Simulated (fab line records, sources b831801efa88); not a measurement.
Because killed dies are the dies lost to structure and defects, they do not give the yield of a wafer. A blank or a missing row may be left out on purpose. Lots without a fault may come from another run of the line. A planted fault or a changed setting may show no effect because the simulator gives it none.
fab line records	flow sky130
record: lots: 7	wafers: 21	last_day: 51
route steps=708 shown METAL3@556
lots that met no fault: taken from a fault-free run of the same line
start_h: the number of hours between the record's first day and the start of the first shown wafer of the lot	wait_h: hours since the lot's step before	" same as the row above	L1.1+2: a single row standing in for several wafers	- value missing, or start not given	* or withheld: withheld	< > ~ a bound
route shown NAME@n: NAME is a module with steps in the file, n the number in the route of the first one	usual: the fault-free wafers' mean and standard deviation	same: alike in all rows	chamber/n: place in a boat	sites: each site's reading	_std_site: standard deviation of those values	_edge_site: inner sites' mean taken away from outer sites' mean	radius_mm: for every site, how far away it sits from the centre of the wafer	mask NAME#n: copy n	behind: the last tool/chamber to shape the wafer	hold: reason for holding the lot/hours on hold/outcome of the hold	device: the n, p or np transistor that did not switch	end of line: at the end of the route, the tests of the same wafers	a step without rows: its recipe alone	killed: at the first sort, the dies lost to defects and structure; wafer yield is something else	map: the dies of a wafer, with x for killed, . for not killed, _ for no die there
set.NAME: the run value of the setting; set.NAME@STEP: its run value at that earlier step	model.NAME: the simulator's own value behind a step, which no gauge read
lots seen at some steps along the route; tables by step, rows by wafer
services: a tool's chamber out of use, with start hour (start_h, from the record's first day; less than 0 if before it), hours out, and reason
== steps ==
step: SKY_METAL3_HMDS_06
recipe: prime_time_s: 60	prime_temp_c: 120
step: SKY_METAL3_COAT_07
recipe: resist: BARC	temp_c: withheld	time_s: withheld	spin_rpm: 3000	resist_thk_nm: 60
step: SKY_METAL3_COAT_08
recipe: resist: KrF-thick	spin_rpm: 3000	resist_thk_nm: 1140
step: SKY_METAL3_SOFTBAKE_09
recipe: temp_c: 100	time_s: 90	resist: KrF-thick
step: SKY_METAL3_EXPOSE_10
recipe: mask_id: MM3	na: 0.68	source_shape: annular	sigma_inner: 0.4	sigma_outer: 0.8	target_cd_nm: 300	dose_mj: 28
step: SKY_METAL3_PEB_11
recipe: peb_temp_c: withheld	peb_time_s: withheld	resist: KrF-thick
step: SKY_METAL3_DEVELOP_12
recipe: develop_time_s: 60	resist: KrF-thick	dev_temp_c: 21
step: SKY_METAL3_CD_MEAS_13
recipe: target_cd_nm: 300
usual: cd_nm: 299.8/1.3
lot.wafer	tool	chamber	start_h	wait_h	cd_nm
L122.3	cd_sem-02	-	948.99	-	299.8
L122.4	"	-	"	"	299.2
L122.5	"	-	"	"	301.2
L127.4	cd_sem-01	-	982.91	-	298.9
L127.5	"	-	"	"	299.4
L127.6	"	-	"	"	298.6
L128.1	cd_sem-01	-	989.27	-	299.1
L128.5	"	-	"	"	299.4
L128.6	"	-	"	"	300.4
L129.1	cd_sem-01	-	996.92	-	298.9
L129.4	"	-	"	"	300.0
L129.5	"	-	"	"	298.3
L137.1	cd_sem-01	-	1046.67	-	299.1
L137.2	"	-	"	"	298.8
L137.6	"	-	"	"	297.4
L140.2	cd_sem-02	-	1066.82	-	297.2
L140.3	"	-	"	"	297.3
L140.5	"	-	"	"	297.3
L142.1	cd_sem-01	-	1072.35	-	300.6
L142.4	"	-	"	"	299.7
L142.5	"	-	"	"	298.9
step: SKY_METAL3_OVL_MEAS_14
usual: METAL3_OVL: 2/5
lot.wafer	tool	chamber	start_h	wait_h	METAL3_OVL[nm]
L122.3	overlay-01	-	949.08	0.1	-3
L122.4	"	-	"	"	-1
L122.5	"	-	"	"	8
L127.4	overlay-01	-	982.99	0.1	1
L127.5	"	-	"	"	3
L127.6	"	-	"	"	5
L128.1	overlay-01	-	989.39	0.1	2
L128.5	"	-	"	"	3
L128.6	"	-	"	"	2
L129.1	overlay-01	-	997.04	0.1	-6
L129.4	"	-	"	"	0
L129.5	"	-	"	"	-5
L137.1	overlay-02	-	1046.79	0.1	0
L137.2	"	-	"	"	5
L137.6	"	-	"	"	3
L140.2	overlay-02	-	1066.93	0.1	-2
L140.3	"	-	"	"	5
L140.5	"	-	"	"	0
L142.1	overlay-02	-	1072.47	0.1	-6
L142.4	"	-	"	"	-4
L142.5	"	-	"	"	5
step: SKY_METAL3_DESCUM_15
recipe: chemistry: O2	source_power_w: 150	bias_power_w: 0	pressure_mtorr: 10	temp_c: 40	time_s: 8
usual: drypump_motor_current_A: 5.7/0.7	oes_product_au: 1.003/0.0089
lot.wafer	tool	chamber	start_h	wait_h	drypump_motor_current_A	oes_product_au	rf_hours_counter_h
L122.3	rie_metal-01	0	949.11	0.0	6.7	0.991	-
L122.4	"	1	"	"	6.1	0.989	-
L122.5	"	0	"	"	6.7	0.999	-
L127.4	rie_metal-03	0	983.01	0.0	4.8	1.009	-
L127.5	"	1	"	"	5.6	1.018	-
L127.6	"	0	"	"	4.8	1.019	-
L128.1	rie_metal-04	0	989.42	0.0	5.0	0.999	3
L128.5	"	1	"	"	6.5	1.007	-
L128.6	"	0	"	"	5.0	0.997	-
L129.1	rie_metal-04	1	997.07	0.0	6.4	1.001	12
L129.4	"	1	"	"	6.4	1.007	-
L129.5	"	0	"	"	5.0	0.990	-
L137.1	rie_metal-03	0	1046.82	0.0	4.8	1.001	22
L137.2	"	1	"	"	5.6	1.011	10
L137.6	"	1	"	"	5.6	1.001	-
L140.2	rie_metal-04	1	1066.96	0.0	6.5	1.000	16
L140.3	"	0	"	"	5.0	0.987	-
L140.5	"	0	"	"	5.0	0.993	-
L142.1	rie_metal-03	1	1072.51	0.0	5.6	1.003	12
L142.4	"	0	"	"	4.8	0.995	-
L142.5	"	1	"	"	5.6	1.008	-
step: SKY_METAL3_ETCH_16
recipe: chemistry: N2/H2	target: BARC	ion_energy_ev: 200	bias_w: 100	pressure_mtorr: 30	n2_flow_sccm: 100	h2_flow_sccm: 200	icp_w: 500	stop_on: SiO2	time_s: 88.2	target_depth_a: 600
usual: bias_w: 100.0/0.31	chamber_pressure_mTorr: 30.000/0.024	drypump_motor_current_A: 5.7/0.69	oes_product_au: 0.626/0.0049	throttle_valve_pct: 13.204/0.009
lot.wafer	tool	chamber	start_h	wait_h	bias_w	chamber_pressure_mTorr	drypump_motor_current_A	oes_product_au	rf_hours_counter_h	throttle_valve_pct
L122.3	rie_metal-01	0	949.17	0.0	99.9	30.050	6.6	0.630	-	13.216
L122.4	"	1	"	"	99.5	29.986	6.1	0.616	-	13.198
L122.5	"	0	"	"	100.0	30.024	6.7	0.620	-	13.205
L127.4	rie_metal-03	0	983.07	0.0	100.2	29.966	4.8	0.625	-	13.207
L127.5	"	1	"	"	99.6	30.013	5.6	0.635	-	13.199
L127.6	"	0	"	"	100.2	30.039	4.8	0.625	-	13.193
L128.1	rie_metal-04	0	989.45	0.0	99.6	29.980	5.0	0.626	3	13.190
L128.5	"	1	"	"	99.9	29.990	6.4	0.637	-	13.211
L128.6	"	0	"	"	99.8	30.029	5.0	0.630	-	13.204
L129.1	rie_metal-04	1	997.10	0.0	100.3	30.030	6.5	0.625	12	13.216
L129.4	"	1	"	"	100.6	30.028	6.5	0.624	-	13.207
L129.5	"	0	"	"	100.2	29.971	5.0	0.620	-	13.198
L137.1	rie_metal-03	0	1046.86	0.0	100.1	29.989	4.9	0.624	22	13.207
L137.2	"	1	"	"	100.1	30.009	5.6	0.634	10	13.206
L137.6	"	1	"	"	99.9	29.974	5.6	0.632	-	13.220
L140.2	rie_metal-04	1	1066.99	0.0	100.2	30.037	6.5	0.620	16	13.203
L140.3	"	0	"	"	100.2	29.987	5.0	0.623	-	13.192
L140.5	"	0	"	"	100.1	29.999	5.0	0.620	-	13.202
L142.1	rie_metal-03	1	1072.54	0.0	100.0	30.018	5.6	0.623	12	13.206
L142.4	"	0	"	"	100.0	30.026	4.8	0.634	-	13.210
L142.5	"	1	"	"	100.2	29.995	5.6	0.619	-	13.194
step: SKY_METAL3_ETCH_17
recipe: target: SiO2	stop_on: TiN	chemistry: C4F8/O2/Ar	source_w: 1500	bias_w: 1200	pressure_mtorr: 40	c4f8_flow_sccm: withheld	O2_flow_sccm: 6	Ar_flow_sccm: 300	time_s: 3.9	target_depth_a: 150
usual: bias_w: 1200/3.9	chamber_pressure_mTorr: 40.00/0.034	oes_product_au: 0.750/0.0073
lot.wafer	tool	chamber	start_h	wait_h	bias_w	chamber_pressure_mTorr	oes_product_au
L122.3	rie_diel-03	3	949.23	0.0	1199	40.03	0.749
L122.4	"	0	"	"	1198	39.95	0.750
L122.5	"	0	"	"	1199	39.96	0.745
L127.4	rie_diel-03	2	983.13	0.0	1203	40.05	0.742
L127.5	"	0	"	"	1206	40.00	0.743
L127.6	"	3	"	"	1201	40.04	0.762
L128.1	rie_diel-03	3	989.55	0.1	1199	40.01	0.738
L128.5	"	3	"	"	1194	40.06	0.745
L128.6	"	2	"	"	1198	39.97	0.744
L129.1	rie_diel-04	3	997.20	0.1	1197	40.03	0.751
L129.4	"	2	"	"	1200	39.98	0.747
L129.5	"	3	"	"	1199	40.02	0.755
L137.1	rie_diel-04	0	1046.95	0.1	1198	40.01	0.742
L137.2	"	3	"	"	1197	39.99	0.747
L137.6	"	1	"	"	1196	40.01	0.753
L140.2	rie_diel-02	1	1067.09	0.1	1201	39.97	0.743
L140.3	"	0	"	"	1186	39.98	0.750
L140.5	"	1	"	"	1198	39.95	0.744
L142.1	rie_diel-02	0	1072.64	0.1	1203	40.00	0.745
L142.4	"	3	"	"	1204	39.96	0.753
L142.5	"	1	"	"	1202	39.98	0.751
step: SKY_METAL3_METAL_ETCH_18
recipe: target_depth_a: 8450	stop_on: SiO2	over_etch_frac: 0.3	time_s: 183.1	chemistry: Cl2/BCl3	resist_sidewall_deg: 88	pressure_mtorr: 10	icp_w: 900	bias_w: 48.5	Cl2_flow_sccm: 60	bcl3_flow_sccm: 30
usual: bcl3_flow_sccm: 29.99/0.084	bias_w: 48.48/0.16	drypump_motor_current_A: 5.9/0.69	oes_product_au: 0.866/0.0064	throttle_valve_pct: 22.265/0.0092
lot.wafer	tool	chamber	start_h	wait_h	bcl3_flow_sccm	bias_w	drypump_motor_current_A	oes_product_au	rf_hours_counter_h	throttle_valve_pct	model.KrF-thick_of_METAL3_COAT_08.thk_nm	model.SiO2_of_VIA2_HDPCVD_00.thk_nm
L122.3	rie_metal-04	0	949.31	0.1	30.04	48.56	5.0	0.862	-	22.278	530.2	467.3
L122.4	"	1	"	"	30.02	48.57	6.4	0.860	-	22.278	524.2	466.1
L122.5	"	1	"	"	29.96	48.47	6.4	0.860	-	22.256	518.5	466.3
L127.4	rie_metal-04	0	983.21	0.1	-	-	-	-	-	-	1077	490
L127.5	"	1	"	"	-	-	-	-	-	-	1074	491
L127.6	"	0	"	"	-	-	-	-	-	-	1074	491.3
L128.1	rie_metal-01	1	989.57	0.0	-	-	-	-	-	-	1075	490.8
L128.5	"	0	"	"	-	-	-	-	-	-	1076	489.6
L128.6	"	1	"	"	-	-	-	-	-	-	1074	489.7
L129.1	rie_metal-03	1	997.22	0.0	-	-	-	-	-	-	1074	490.1
L129.4	"	0	"	"	-	-	-	-	-	-	1076	491.9
L129.5	"	0	"	"	-	-	-	-	-	-	1077	489.3
L137.1	rie_metal-01	1	1046.97	0.0	29.88	48.40	6.1	0.869	14	22.268	537.7	465
L137.2	"	0	"	"	29.92	48.70	6.6	0.864	17	22.250	526.3	463.6
L137.6	"	1	"	"	29.96	48.62	6.1	0.855	-	22.271	534.4	465.9
L140.2	rie_metal-01	0	1067.11	0.0	30.04	48.38	6.7	0.855	18	22.273	527.3	463.3
L140.3	"	1	"	"	29.98	48.48	6.1	0.866	-	22.268	530	466
L140.5	"	0	"	"	30.18	48.58	6.7	0.868	-	22.259	526.4	465.7
L142.1	rie_metal-01	0	1072.66	0.0	29.98	48.25	6.7	0.868	18	22.271	526.4	465.6
L142.4	"	1	"	"	30.07	48.72	6.1	0.872	-	22.262	529.5	466
L142.5	"	0	"	"	30.07	47.96	6.7	0.870	-	22.260	524.6	466.3
step: SKY_METAL3_STRIP_19
recipe: chemistry: O2/N2	power_w: 1400	pressure_mtorr: 1500	platen_temp_c: withheld	o2_flow_sccm: 3000	n2_flow_sccm: 300	overash_fraction: 0.5
usual: drypump_motor_current_A: 5.6/0.38	oes_product_au: 0.501/0.0051	strip_time_to_endpoint_s: 6.52/0.06
lot.wafer	tool	chamber	start_h	wait_h	drypump_motor_current_A	oes_product_au	rf_hours_counter_h	strip_time_to_endpoint_s
L122.3	plasma_asher-03	0	949.46	0.1	5.3	0.498	-	6.58
L122.4	"	1	"	"	5.2	0.510	-	6.52
L122.5	"	1	"	"	5.2	0.506	-	6.46
L127.4	plasma_asher-04	0	983.36	0.1	5.6	0.710	-	11.86
L127.5	"	1	"	"	6.3	0.716	-	11.83
L127.6	"	0	"	"	5.6	0.719	-	11.84
L128.1	plasma_asher-04	1	989.75	0.1	6.3	0.714	25	11.85
L128.5	"	0	"	"	5.6	0.714	-	11.83
L128.6	"	1	"	"	6.2	0.715	-	11.84
L129.1	plasma_asher-01	1	997.40	0.1	5.8	0.709	53	11.83
L129.4	"	1	"	"	5.8	0.708	-	11.86
L129.5	"	0	"	"	5.2	0.715	-	11.86
L137.1	plasma_asher-04	1	1047.15	0.1	6.3	0.506	31	6.62
L137.2	"	0	"	"	5.6	0.496	31	6.53
L137.6	"	1	"	"	6.3	0.512	-	6.61
L140.2	plasma_asher-03	1	1067.29	0.1	5.2	0.503	91	6.51
L140.3	"	1	"	"	5.2	0.510	-	6.57
L140.5	"	0	"	"	5.3	0.504	-	6.52
L142.1	plasma_asher-01	0	1072.84	0.1	5.2	0.501	61	6.52
L142.4	"	0	"	"	5.2	0.497	-	6.57
L142.5	"	0	"	"	5.2	0.494	-	6.51
step: SKY_METAL3_STRIP_20
recipe: chemistry: post_etch_residue_remover	time_s: 1200	temp_c: 72.5
== services ==
tool	chamber	start_h	hours	kind
rie_diel-02	1	942.56	3.5	repair
rie_metal-01	-	948.12	0.8	repair
rie_metal-03	-	964.00	2.8	pm
rie_diel-03	1	967.43	4.4	repair
plasma_asher-03	-	984.82	0.7	repair
rie_diel-03	0	989.05	4.8	repair
rie_diel-02	0	989.32	-	clean
rie_diel-02	0	989.32	38.1	scheduled_down
rie_diel-02	0	989.32	38.1	vent_cycle
rie_diel-03	3	997.09	11.6	repair
plasma_asher-03	-	997.94	0.3	repair
plasma_asher-03	-	1000.28	14.6	pm
rie_diel-04	-	1014.13	28.1	pm
rie_metal-03	-	1018.82	2.4	repair
rie_diel-03	1	1030.13	9.6	repair
rie_metal-03	-	1035.84	0.3	repair
rie_diel-04	3	1057.91	7.5	repair
== key ==
first_sign: step: SKY_METAL3_METAL_ETCH_18	reading: tool_record	direction: missing
effect: step: SKY_METAL3_STRIP_19	reading: strip_time_to_endpoint_s	direction: up	sigmas: 88	usual: *	struck: *
model_effect: step: SKY_METAL3_METAL_ETCH_18	value: KrF-thick_of_METAL3_COAT_08.thk_nm	without: 527.3	struck: 1075
met_at SKY_METAL3_METAL_ETCH_18
struck_wafers L127.4,L127.5,L127.6,L128.1,L128.5,L128.6,L129.1,L129.4,L129.5
later_rows_left_out L127.4,L127.5,L127.6,L128.1,L128.5,L128.6,L129.1,L129.4,L129.5
sort_left_out L127.4,L127.5,L127.6,L128.1,L128.5,L128.6,L129.1,L129.4,L129.5
onset_between 949.31 983.21
fault: kind: skipped_step_whole	tool: rie_metal-01,rie_metal-03,rie_metal-04	chamber: -	onset_h: 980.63	steps: SKY_METAL3_METAL_ETCH_18	scope: struck_lots_only
sort_left_out: the simulated sort isn't trusted on such a fault, so these wafers' sort isn't shown, and their yield isn't known
later_rows_left_out: the simulator's readings of these wafers behind a module that went badly wrong aren't trusted and aren't shown, but for the sort
